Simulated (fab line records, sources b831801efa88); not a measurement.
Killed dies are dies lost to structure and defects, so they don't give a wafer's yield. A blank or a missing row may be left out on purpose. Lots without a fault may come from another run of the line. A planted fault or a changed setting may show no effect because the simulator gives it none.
A struck lot beside a sound one | flow sfq_line | 15 steps out of a route of 325
Sound: wafers L146.4, L146.5, L146.6. Struck: wafer L158.1. (L158.2, L158.5 of the same lot were not struck and are left out.) The cause comes at the end.
At each step with rows: each side's tool, then ch and its chambers, then its first start. Under that, the readings that differ: sound wafers | struck wafers | difference of the means | sigmas: that difference in standard deviations of wafers without a fault.
alike: readings whose means differ by less than 2 such deviations, and words and numbers that are the same on both sides. not compared: withheld readings, readings that some wafer has no value for, bounds like >300 that may hide the same value, and numbers for which the record gives no deviation and whose values overlap.
The two part at a step that has a row with sigmas, a row that says differs or no value, or rows on one side only. Numbers that don't overlap but have no deviation are shown without sigmas and don't part them. A reading that every wafer of one side lacks parts them only if that side has two wafers or more.

first, 1 step without rows for these wafers: SFQ_TRILAYER_M3_STRIP_SOLV_CLEAN_080 (cleans in NMP, time 600 s).
SFQ_TRILAYER_I3_DEP_PECVD_081: deposits SiO2 from SiH4/N2O, time 108.9 s, target thk 500 nm.
  sound on pecvd-01 ch 0,1,2, day 37 06:45; struck on pecvd-01 ch 1, day 42 21:40
  alike: heater_power_w, throttle_valve_pct
SFQ_TRILAYER_I3_CMP_CMP_082: polishes SiO2.
  sound on cmp-02 ch 0,1, day 38 03:39; struck on cmp-01 ch 0, day 42 22:45
  alike: motor_current_A, time_to_endpoint_s
SFQ_I3_BOW_MEAS_922:
  sound on film_metro-01, day 38 06:13; struck on film_metro-03, day 43 00:45
  alike: I3_BOW
SFQ_TRILAYER_I3_METRO_MEASURE_083:
  sound on film_metro-01, day 38 06:52; struck on film_metro-03, day 43 00:52
  alike: thk_nm
then, 6 steps without rows for these wafers: SFQ_TRILAYER_I3_VIA_LITHO_COAT_090 (resist thk 62 nm); SFQ_TRILAYER_I3_VIA_LITHO_COAT_085 (resist thk 650 nm); SFQ_TRILAYER_I3_VIA_LITHO_SOFTBAKE_089; SFQ_TRILAYER_I3_VIA_LITHO_EXPOSE_086 (exposes mask I3, target cd 500 nm); SFQ_TRILAYER_I3_VIA_LITHO_PEB_088 (peb time 60 s); SFQ_TRILAYER_I3_VIA_LITHO_DEVELOP_087 (time 60 s).
-- the record jumps here: 6 days lie between the struck wafers' starts before and after --
SFQ_I3_OVL_MEAS_923:
  sound on overlay-01, day 43 13:35; struck on overlay-02, day 48 19:48
  alike: I3_OVL
SFQ_TRILAYER_I3_VIA_BARC_OPEN_VIA_ETCH_121: etches BARC in O2, target depth 125 nm, time 41.7 s.
  sound on rie_diel-04 ch 0,2,3, day 43 13:36; struck on rie_diel-02 ch 2, day 48 19:50
  reading                                                 | sound             | struck | difference | sigmas
  rf_fwd_power_W (W)                                      | 491.5 495.8 496.7 | 295.3  | -199.4     | -77
  model.KrF_of_TRILAYER_I3_VIA_LITHO_COAT_085.thk_nm (nm) | 571.4 570.4 572.4 | 590.2  | +18.8      |
  alike: drypump_motor_current_A, oes_product_au
  not compared: rf_hours_counter_h
SFQ_TRILAYER_I3_VIA_ETCH_VIA_ETCH_088: etches SiO2 in CHF3, stops on Nb, target depth 260 nm.
  sound on rie_diel-04 ch 0,2,3, day 43 13:38; struck on rie_diel-02 ch 2, day 48 19:53
  reading                                                 | sound             | struck | difference | sigmas
  model.KrF_of_TRILAYER_I3_VIA_LITHO_COAT_085.thk_nm (nm) | 526.5 525.1 528.1 | 544.8  | +18.2      |
  alike: drypump_motor_current_A, oes_product_au, rf_fwd_power_W
SFQ_TRILAYER_I3_VIA_STRIP_STRIP_089: strips in O2.
  sound on rie_metal-01 ch 1, day 43 14:21; struck on rie_metal-03 ch 1, day 48 19:59
  reading                | sound | struck | difference                   | sigmas
  rf_hours_counter_h (h) | - - - | 33     | no value on the sound wafers |
  alike: drypump_motor_current_A, oes_product_au

WHERE THEY PART
First at SFQ_TRILAYER_I3_VIA_BARC_OPEN_VIA_ETCH_121; last, within this record, at SFQ_TRILAYER_I3_VIA_STRIP_STRIP_089.

WHY: what the simulator had put in
Process parameter drift: rie_diel-02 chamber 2, from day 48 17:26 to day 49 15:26, at SFQ_TRILAYER_I3_VIA_BARC_OPEN_VIA_ETCH_121. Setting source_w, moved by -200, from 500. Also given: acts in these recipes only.
